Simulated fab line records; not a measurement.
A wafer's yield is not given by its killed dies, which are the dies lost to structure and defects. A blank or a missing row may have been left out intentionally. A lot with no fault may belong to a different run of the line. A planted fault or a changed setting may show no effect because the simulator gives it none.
Which tool was responsible? / flow gf180mcu / 12 lots, 36 wafers sampled, at 6 steps of a route of 602

WHAT THE GAUGES READ, wafer by wafer
GF_TOP_METAL_RS_MEAS_05: measurement is done with a four-point probe.
lot=L075; measured=day 27 13:21; on=film metro-03; TOP_METAL_ALCU_RS (ohm/sq)=0.0329 0.0334 0.0329
lot=L077; measured=day 28 00:49; on=film metro-04; TOP_METAL_ALCU_RS (ohm/sq)=0.0327 0.0331 0.0331
lot=L079; measured=day 28 21:17; on=film metro-04; TOP_METAL_ALCU_RS (ohm/sq)=0.0329 0.0329 0.0329
lot=L081; measured=day 29 08:16; on=film metro-04; TOP_METAL_ALCU_RS (ohm/sq)=0.0329 0.0333 0.0329
lot=L083; measured=day 30 01:28; on=film metro-04; TOP_METAL_ALCU_RS (ohm/sq)=0.0330 0.0328 0.0328
lot=L085; measured=day 30 17:56; on=film metro-04; TOP_METAL_ALCU_RS (ohm/sq)=0.0330 0.0324 0.0323
lot=L087; measured=day 31 06:24; on=film metro-01; TOP_METAL_ALCU_RS (ohm/sq)=0.0335 0.0337 0.0334
lot=L089; measured=day 31 19:52; on=film metro-03; TOP_METAL_ALCU_RS (ohm/sq)=0.0325 0.0329 0.0328
lot=L091; measured=day 32 05:10; on=film metro-04; TOP_METAL_ALCU_RS (ohm/sq)=0.0328 0.0330 0.0332
lot=L093; measured=day 32 14:32; on=film metro-01; TOP_METAL_ALCU_RS (ohm/sq)=0.0336 0.0334 0.0333
lot=L095; measured=day 33 01:00; on=film metro-04; TOP_METAL_ALCU_RS (ohm/sq)=0.0328 0.0332 0.0330
lot=L097; measured=day 33 12:50; on=film metro-03; TOP_METAL_ALCU_RS (ohm/sq)=0.0324 0.0324 0.0329

WHICH TOOL RAN EACH LOT (tool, then ch and the chambers of the sampled wafers, then the start)
lot=L075; GF_M4_STRIP_17=plasma asher-04 ch 0,1, day 23 18:21; GF_MIM_SPUTTER_03=pvd sputter-02, day 24 18:29; GF_M5_STRIP_11=plasma asher-02 ch 0,1, day 26 14:10; GF_V5_SOFTBAKE_10=litho track-02 ch 0, day 27 13:13 or earlier; GF_TOP_METAL_SPUTTER_01=pvd sputter-04, day 27 13:13
lot=L077; GF_M4_STRIP_17=plasma asher-01 ch 0,1, day 24 07:45; GF_MIM_SPUTTER_03=pvd sputter-02, day 25 08:10; GF_M5_STRIP_11=plasma asher-02 ch 0,1, day 27 02:04; GF_V5_SOFTBAKE_10=litho track-04 ch 0, day 28 00:42 or earlier; GF_TOP_METAL_SPUTTER_01=pvd sputter-04, day 28 00:42
lot=L079; GF_M4_STRIP_17=plasma asher-03 ch 0,1, day 25 06:27; GF_MIM_SPUTTER_03=pvd sputter-02, day 26 05:48; GF_M5_STRIP_11=plasma asher-01 ch 0,1, day 27 22:52; GF_V5_SOFTBAKE_10=litho track-04 ch 0, day 28 21:07 or earlier; GF_TOP_METAL_SPUTTER_01=pvd sputter-04, day 28 21:07
lot=L081; GF_M4_STRIP_17=plasma asher-04 ch 0,1, day 25 18:52; GF_MIM_SPUTTER_03=pvd sputter-01, day 26 18:25; GF_M5_STRIP_11=plasma asher-03 ch 0,1, day 28 10:22; GF_V5_SOFTBAKE_10=litho track-02 ch 0, day 29 08:09 or earlier; GF_TOP_METAL_SPUTTER_01=pvd sputter-04, day 29 08:09
lot=L083; GF_M4_STRIP_17=plasma asher-04 ch 0,1, day 26 13:50; GF_MIM_SPUTTER_03=pvd sputter-03, day 27 12:58; GF_M5_STRIP_11=plasma asher-03 ch 0,1, day 29 03:56; GF_V5_SOFTBAKE_10=litho track-02 ch 0, day 30 01:19 or earlier; GF_TOP_METAL_SPUTTER_01=pvd sputter-02, day 30 01:19
lot=L085; GF_M4_STRIP_17=plasma asher-03 ch 0,1, day 27 07:13; GF_MIM_SPUTTER_03=pvd sputter-03, day 28 05:25; GF_M5_STRIP_11=plasma asher-01 ch 1, day 29 20:18; GF_V5_SOFTBAKE_10=litho track-04 ch 0, day 30 17:48 or earlier; GF_TOP_METAL_SPUTTER_01=pvd sputter-04, day 30 17:48
lot=L087; GF_M4_STRIP_17=plasma asher-04 ch 0,1, day 27 21:04; GF_MIM_SPUTTER_03=pvd sputter-03, day 28 19:08; GF_M5_STRIP_11=plasma asher-03 ch 0,1, day 30 09:56; GF_V5_SOFTBAKE_10=litho track-02 ch 0, day 31 06:17 or earlier; GF_TOP_METAL_SPUTTER_01=pvd sputter-04, day 31 06:17
lot=L089; GF_M4_STRIP_17=plasma asher-03 ch 0,1, day 28 11:39; GF_MIM_SPUTTER_03=pvd sputter-02, day 29 09:54; GF_M5_STRIP_11=plasma asher-03 ch 0,1, day 30 23:58; GF_V5_SOFTBAKE_10=litho track-04 ch 0, day 31 19:45 or earlier; GF_TOP_METAL_SPUTTER_01=pvd sputter-02, day 31 19:45
lot=L091; GF_M4_STRIP_17=plasma asher-04 ch 0,1, day 28 21:12; GF_MIM_SPUTTER_03=pvd sputter-02, day 29 18:56; GF_M5_STRIP_11=plasma asher-01 ch 0,1, day 31 08:19; GF_V5_SOFTBAKE_10=litho track-02 ch 0, day 32 05:01 or earlier; GF_TOP_METAL_SPUTTER_01=pvd sputter-03, day 32 05:01
lot=L093; GF_M4_STRIP_17=plasma asher-04 ch 0,1, day 29 10:09; GF_MIM_SPUTTER_03=pvd sputter-02, day 30 06:58; GF_M5_STRIP_11=plasma asher-01 ch 0,1, day 31 18:56; GF_V5_SOFTBAKE_10=litho track-02 ch 0, day 32 14:25 or earlier; GF_TOP_METAL_SPUTTER_01=pvd sputter-04, day 32 14:25
lot=L095; GF_M4_STRIP_17=plasma asher-03 ch 0,1, day 29 22:27; GF_MIM_SPUTTER_03=pvd sputter-02, day 30 19:26; GF_M5_STRIP_11=plasma asher-02 ch 0,1, day 32 06:19; GF_V5_SOFTBAKE_10=litho track-02 ch 0, day 33 00:52 or earlier; GF_TOP_METAL_SPUTTER_01=pvd sputter-04, day 33 00:52
lot=L097; GF_M4_STRIP_17=plasma asher-04 ch 0,1, day 30 09:47; GF_MIM_SPUTTER_03=pvd sputter-03, day 31 07:13; GF_M5_STRIP_11=plasma asher-01 ch 0,1, day 32 18:01; GF_V5_SOFTBAKE_10=litho track-01 ch 0, day 33 12:40 or earlier; GF_TOP_METAL_SPUTTER_01=pvd sputter-02, day 33 12:40
- GF_M4_STRIP_17: strips in O2/N2.
- GF_MIM_SPUTTER_03: material Ti, target thk 10 nm, time 6.7 s.
- GF_M5_STRIP_11: strips in O2/N2.
- GF_V5_SOFTBAKE_10: time 61.24 s.
- GF_TOP_METAL_SPUTTER_01: material TiN, target thk 30 nm, time 25 s.

THE ANSWER, worked out from the rows above alone
Rule: the lots themselves supply what counts as usual. Put in order of their means at a reading, lots are off if they are a third of the lots or fewer, leave a main group of 4 or more, and stand apart from it by a gap of 3 or more times the standard deviation of the main group's means; of several such gaps the widest counts. Not used: any main group whose means are identical at the precision the tables above print for the reading. A lot without any number at a reading at which 4 lots or more have one is off too. All remaining lots with rows at the step are treated as sound.
No lot is off on any of the readings shown, so nothing can be concluded from this.

WHAT THE SIMULATOR HAD INSERTED
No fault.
